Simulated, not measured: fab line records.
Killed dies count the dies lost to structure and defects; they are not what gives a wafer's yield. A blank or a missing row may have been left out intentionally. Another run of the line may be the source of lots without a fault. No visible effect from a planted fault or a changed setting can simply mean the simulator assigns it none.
The tool behind it: which one? | flow gf180mcu | Sampling: 6 lots, 18 wafers, 2 of 602 route steps

## WHAT THE GAUGES READ, wafer by wafer
GF_V2_THK_MEAS_25: measures by xrf.
lot  | measured     | on            | V2_W_THK (nm)
L343 | day 21 01:43 | film metro-04 | 366 363 363
L344 | day 21 14:23 | film metro-04 | 372 365 371
L347 | day 22 10:44 | film metro-04 | 370 370 362
L349 | day 23 04:26 | film metro-02 | 351 358 352
L351 | day 23 19:38 | film metro-02 | 362 358 359
L360 | day 26 16:22 | film metro-03 | 358 344 348

## WHAT TOOL EACH LOT RAN ON (gives the tool, then ch and the chambers of the sampled wafers, and finally the start)
lot  | GF_V2_SPUTTER_22
L343 | pvd sputter-03, day 21 01:26
L344 | pvd sputter-04, day 21 14:06
L347 | pvd sputter-01, day 22 10:26
L349 | pvd sputter-04, day 23 04:03
L351 | pvd sputter-04, day 23 19:20
L360 | pvd sputter-04, day 26 16:05
- GF_V2_SPUTTER_22: material TiN, target thk 10 nm, time 40 s.

## THE ANSWER, worked out from the rows above alone
Rule: usual is defined by the lots themselves. The widest of any qualifying gaps counts: lots, ordered by their means at a reading, are off when they make up no more than a third of the lots, leave a main group of 4 or more, and stand apart from it by 3 or more times the standard deviation of that group's means. A main group whose means are all the same, to the digits that the tables above print for the reading, isn't used. Also off: a lot with no number at a reading for which 4 or more lots have one. The other lots that the step has rows for count as sound.
No lot is off at any reading shown: from this, nothing can be told.

## WHAT THE SIMULATOR PUT IN
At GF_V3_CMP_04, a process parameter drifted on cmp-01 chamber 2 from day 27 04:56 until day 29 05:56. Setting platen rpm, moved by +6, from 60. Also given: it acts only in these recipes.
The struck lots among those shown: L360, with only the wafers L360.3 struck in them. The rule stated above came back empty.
